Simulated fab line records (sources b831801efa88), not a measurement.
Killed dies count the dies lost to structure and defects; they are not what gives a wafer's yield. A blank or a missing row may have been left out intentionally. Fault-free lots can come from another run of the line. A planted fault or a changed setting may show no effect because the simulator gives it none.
2 desks, one fault :: flow sky130 :: every desk sees just its own numbers, and what lay behind them comes last

== TOOL OWNER'S DESK, implanter-01 ==
SKY_VT_ADJUST_LVTN_IMPLANT_19, tool's own readings: per-lot mean of the sampled wafers with a number, covering each lot this tool ran. The brackets show how far a lot's mean lies from the usual mean; more than 4 standard deviations puts the lot out of limits, marked OUT.
Columns: A = beam_on_s at SKY_VT_ADJUST_LVTN_IMPLANT_19, usual 10.01 s; B = dose_ions_cm2 at SKY_VT_ADJUST_LVTN_IMPLANT_19, usual 6.501e+11; C = faraday_current_uA at SKY_VT_ADJUST_LVTN_IMPLANT_19, usual 3.66
lot: L165
first seen here: day 9 02:54
A: 9.91
B: 6.498e+11
C: 3.70

lot: L168
first seen here: day 9 16:49
A: 10.06
B: 6.494e+11
C: 3.65

lot: L175
first seen here: day 11 05:45
A: 10.03
B: 6.499e+11
C: 3.65

lot: L183
first seen here: day 13 23:05
A: 10.00
B: 1.127e+12 (+99 or more) OUT
C: 6.35 (+38) OUT

lot: L184
first seen here: day 13 23:31
A: 10.17
B: 1.128e+12 (+99 or more) OUT
C: 6.28 (+37) OUT
Finding of this desk: L183, L184 out of limits; the first was L183 at day 13 23:05, on dose_ions_cm2 at SKY_VT_ADJUST_LVTN_IMPLANT_19. L165, L168, L175: within limits.

== METROLOGY DESK ==
What the gauges read for every lot (on any tool): the sampled wafers with a number, averaged. The brackets show how far a lot's mean lies from the usual mean; more than 4 standard deviations puts the lot out of limits, marked OUT.
Columns: A = VT_ADJUST_HVTP_TW at SKY_VT_ADJUST_HVTP_TW_MEAS_11, usual 1361; B = VT_ADJUST_LVTN_2_TW at SKY_VT_ADJUST_LVTN_TW_MEAS_21, usual 189.3; C = cd_nm at SKY_VT_ADJUST_HVTR_CD_MEAS_07, usual 380.1 nm
lot: L163
first seen here: day 5 21:57
A: 1355
B: 189.9
C: 381.5

lot: L165
first seen here: day 7 10:46
A: 1358
B: 190.5
C: 381.0

lot: L166
first seen here: day 7 11:03
A: 1365
B: 189.0
C: 380.3

lot: L168
first seen here: day 7 23:09
A: 1373
B: 189.4
C: 377.4

lot: L170
first seen here: day 8 04:26
A: 1357
B: 186.6
C: 379.9

lot: L172
first seen here: day 8 09:42
A: 1366
B: 190.7
C: 383.2

lot: L173
first seen here: day 8 19:12
A: 1355
B: 190.8
C: 379.7

lot: L175
first seen here: day 9 08:55
A: 1348
B: 190.4
C: 377.4

lot: L182
first seen here: day 11 19:10
A: 1372
B: 187.5
C: 381.4

lot: L183
first seen here: day 11 21:11
A: 1361
B: 221.8 (+25) OUT
C: 376.3

lot: L184
first seen here: day 11 21:27
A: 1369
B: 221.8 (+25) OUT
C: 374.1

lot: L186
first seen here: day 12 08:40
A: 1369
B: 191.3
C: 378.0
This desk finds L183, L184 out of limits, with the earliest case on L183 at day 13 23:20 (VT_ADJUST_LVTN_2_TW at SKY_VT_ADJUST_LVTN_TW_MEAS_21). L163, L165, L166, L168, L170, L172, L173, L175, L182, L186: within limits.

== TAKEN TOGETHER ==
The tool owner's desk had the chance to raise an alarm at day 13 23:05 on L183, L184.
L183, L184 would have let the metrology desk raise an alarm at day 13 23:20.
On implanter-01, each named lot ran SKY_VT_ADJUST_LVTN_IMPLANT_19.

== WHAT THE SIMULATOR PUT IN ==
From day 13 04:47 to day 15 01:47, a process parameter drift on implanter-01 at SKY_VT_ADJUST_LVTN_IMPLANT_19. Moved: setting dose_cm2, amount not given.
Struck lots among those shown: L183, L184.
Fault start to first reading out of limits, in hours, per desk: tool owner, 18; metrology, 19.
